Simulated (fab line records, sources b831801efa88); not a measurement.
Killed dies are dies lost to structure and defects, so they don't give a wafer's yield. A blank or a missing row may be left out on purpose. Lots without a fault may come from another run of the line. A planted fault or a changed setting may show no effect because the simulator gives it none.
A struck lot beside a sound one | flow sfq_line | 15 steps out of a route of 325
Sound: wafers L189.1, L189.3, L189.6. Struck: wafer L206.3. (L206.1, L206.5 of the same lot were not struck and are left out.) The cause comes at the end.
At each step with rows: each side's tool, then ch and its chambers, then its first start. Under that, the readings that differ: sound wafers | struck wafers | difference of the means | sigmas: that difference in standard deviations of wafers without a fault.
alike: readings whose means differ by less than 2 such deviations, and words and numbers that are the same on both sides. not compared: withheld readings, readings that some wafer has no value for, bounds like >300 that may hide the same value, and numbers for which the record gives no deviation and whose values overlap.
The two part at a step that has a row with sigmas, a row that says differs or no value, or rows on one side only. Numbers that don't overlap but have no deviation are shown without sigmas and don't part them. A reading that every wafer of one side lacks parts them only if that side has two wafers or more.

first, 1 step without rows for these wafers: SFQ_TRILAYER_M3_STRIP_SOLV_CLEAN_080 (cleans in NMP, time 600 s).
SFQ_TRILAYER_I3_DEP_PECVD_081: deposits SiO2 from SiH4/N2O, time 111.11 s, target thk 500 nm.
  sound on pecvd-01 ch 0,1,2, day 37 15:00; struck on pecvd-03 ch 1, day 44 05:07
  alike: heater_power_w, throttle_valve_pct
SFQ_TRILAYER_I3_CMP_CMP_082: polishes SiO2.
  sound on cmp-02 ch 0,1, day 37 15:05; struck on cmp-02 ch 3, day 44 21:47
  alike: motor_current_A, slurry_flow_ml_min, time_to_endpoint_s
SFQ_I3_BOW_MEAS_922:
  sound on film_metro-01, day 37 18:05; struck on film_metro-02, day 44 23:47
  alike: I3_BOW
SFQ_TRILAYER_I3_METRO_MEASURE_083:
  sound on film_metro-01, day 37 18:12; struck on film_metro-02, day 44 23:54
  alike: thk_nm
then, 6 steps without rows for these wafers: SFQ_TRILAYER_I3_VIA_LITHO_COAT_090 (resist thk 62 nm); SFQ_TRILAYER_I3_VIA_LITHO_COAT_085 (resist thk 650 nm); SFQ_TRILAYER_I3_VIA_LITHO_SOFTBAKE_089; SFQ_TRILAYER_I3_VIA_LITHO_EXPOSE_086 (exposes mask I3, target cd 500 nm); SFQ_TRILAYER_I3_VIA_LITHO_PEB_088 (peb time 60 s); SFQ_TRILAYER_I3_VIA_LITHO_DEVELOP_087 (time 60 s).
-- the record jumps here: 6 days lie between the struck wafers' starts before and after --
SFQ_I3_OVL_MEAS_923:
  sound on overlay-02, day 43 19:36; struck on overlay-02, day 50 21:31
  alike: I3_OVL
SFQ_TRILAYER_I3_VIA_BARC_OPEN_VIA_ETCH_121: etches BARC in O2, target depth 125 nm, time 41.7 s.
  sound on rie_diel-01 ch 1,3, day 43 19:38; struck on rie_diel-03 ch 1, day 50 21:34
  reading                                                 | sound             | struck | difference | sigmas
  oes_product_au (a.u.)                                   | 0.694 0.684 0.688 | 0.630  | -0.059     | -13
  run_length_s (s)                                        | 70.6 70.0 70.1    | 79.1   | +8.9       | +16
  model.KrF_of_TRILAYER_I3_VIA_LITHO_COAT_085.thk_nm (nm) | 567.9 571.5 570.7 | 564.1  | -5.9       |
  alike: bias_w, drypump_motor_current_A
  not compared: rf_hours_counter_h
SFQ_TRILAYER_I3_VIA_ETCH_VIA_ETCH_088: etches SiO2 in CHF3, stops on Nb, target depth 260 nm.
  sound on rie_diel-01 ch 1,3, day 43 19:40; struck on rie_diel-03 ch 1, day 50 21:36
  reading                                                 | sound             | struck | difference | sigmas
  model.KrF_of_TRILAYER_I3_VIA_LITHO_COAT_085.thk_nm (nm) | 522.1 527.7 526.5 | 518.9  | -6.5       |
  alike: bias_w, drypump_motor_current_A, oes_product_au
SFQ_TRILAYER_I3_VIA_STRIP_STRIP_089: strips in O2.
  sound on rie_metal-03 ch 0,1, day 43 19:47; struck on rie_metal-02 ch 0, day 50 21:43
  alike: drypump_motor_current_A, oes_product_au
  not compared: rf_hours_counter_h

WHERE THEY PART
Only at SFQ_TRILAYER_I3_VIA_BARC_OPEN_VIA_ETCH_121, within this record. Later steps at which nothing parts them and some readings are alike: SFQ_TRILAYER_I3_VIA_ETCH_VIA_ETCH_088, SFQ_TRILAYER_I3_VIA_STRIP_STRIP_089.

WHY: what the simulator had put in
Process parameter drift: rie_diel-03, from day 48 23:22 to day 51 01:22, at SFQ_TRILAYER_I3_VIA_BARC_OPEN_VIA_ETCH_121. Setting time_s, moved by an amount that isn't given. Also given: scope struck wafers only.
